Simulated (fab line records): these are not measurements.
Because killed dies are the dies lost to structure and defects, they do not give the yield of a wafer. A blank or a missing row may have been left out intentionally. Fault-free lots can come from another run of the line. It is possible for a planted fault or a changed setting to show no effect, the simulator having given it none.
Chamber matching ; flow sky130 ; 4 sister chambers for SKY_VIA4_CMP_02 on cmp-01
The step polishes SiO2. 4 wafers are shown with their chamber, then 9 later ones without.

== EACH WAFER AND ITS CHAMBER ==
wafer;chamber;motor_current_A (A)
L244.1;0;9.6
L244.3;3;9.3
L245.4;1;12.8
L245.5;2;10.9

== WAFERS MISSING THEIR CHAMBER ==
wafer;motor_current_A (A)
L246.3;10.8
L246.5;9.9
L246.6;9.4
L248.1;10.2
L248.2;12.1
L248.3;10.7
L249.2;10.2
L249.4;11.0
L249.5;10.9

== THE CHAMBER EACH PASSED THROUGH ==
wafer;from the rows above;in truth
L246.3;2;2
L246.5;can't be placed: 0 or 3 or 2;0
L246.6;can't be placed: 3 or 0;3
L248.1;can't be placed: 0 or 2 or 3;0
L248.2;can't be placed: 1 or 2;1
L248.3;2;2
L249.2;can't be placed: 0 or 2 or 3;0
L249.4;2;2
L249.5;2;2
Placed correctly: 4 of 9. Unplaceable from these rows: 5, with the true chamber sitting among the candidates in 5. Placed wrongly: 0.
How it was worked out, from the rows above alone: a wafer's distance from a chamber is the root of the sum, over the readings, of the square of ((its reading less the chamber's mean) divided by the reading's scatter). The wafer belongs to the nearest chamber; if the next one is less than 2 further off, it can't be placed. For every chamber, the mean is computed from those of its wafers that are shown. The scatter (one wafer shown for each chamber): square how far every hidden wafer sits from the nearest shown wafer, average those squares and take the square root.
